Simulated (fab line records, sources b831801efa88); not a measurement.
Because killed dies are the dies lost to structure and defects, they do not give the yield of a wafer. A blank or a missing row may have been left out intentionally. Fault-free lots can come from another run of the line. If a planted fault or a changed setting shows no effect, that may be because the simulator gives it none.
Which tool was responsible? | flow gf180mcu | 6 lots, 18 wafers sampled, at 2 steps of a route of 602

WHAT EACH GAUGE READ, for each wafer
GF_V2_THK_MEAS_25: measures by xrf.
lot  | measured     | on            | V2_W_THK (nm)
L702 | day 21 18:49 | film metro-04 | 344 349 352
L704 | day 22 03:38 | film metro-04 | 354 354 346
L706 | day 22 17:45 | film metro-03 | 335 346 331
L716 | day 26 00:04 | film metro-04 | 336 338 343
L720 | day 26 21:05 | film metro-04 | 337 343 345
L722 | day 27 12:52 | film metro-01 | 342 341 347

WHICH TOOL RAN EACH LOT (tool, then ch and the chambers of the sampled wafers, then the start)
lot  | GF_V2_ETCH_16
L702 | rie diel-04 ch 0,1,3, day 21 17:24
L704 | rie diel-04 ch 1,2,3, day 22 02:34
L706 | rie diel-02 ch 0,1, day 22 16:41
L716 | rie diel-01 ch 0,3, day 25 23:03
L720 | rie diel-04 ch 0,1, day 26 20:03
L722 | rie diel-02 ch 0,1, day 27 11:51
- GF_V2_ETCH_16: etches BARC in N2/H2.

THE ANSWER, worked out from the rows above alone
Rule: the lots themselves supply what counts as usual. The widest of any qualifying gaps counts: lots, ordered by their means at a reading, are off when they make up no more than a third of the lots, leave a main group of 4 or more, and stand apart from it by 3 or more times the standard deviation of that group's means. If all means in a main group match to the digits the tables above print for the reading, that group is not used. A lot without any number at a reading at which 4 lots or more have one is off too. Any other lot the step has rows for is counted as sound.
No lot is off on any of the readings shown, so nothing can be concluded from this.

WHAT THE SIMULATOR HAD INSERTED
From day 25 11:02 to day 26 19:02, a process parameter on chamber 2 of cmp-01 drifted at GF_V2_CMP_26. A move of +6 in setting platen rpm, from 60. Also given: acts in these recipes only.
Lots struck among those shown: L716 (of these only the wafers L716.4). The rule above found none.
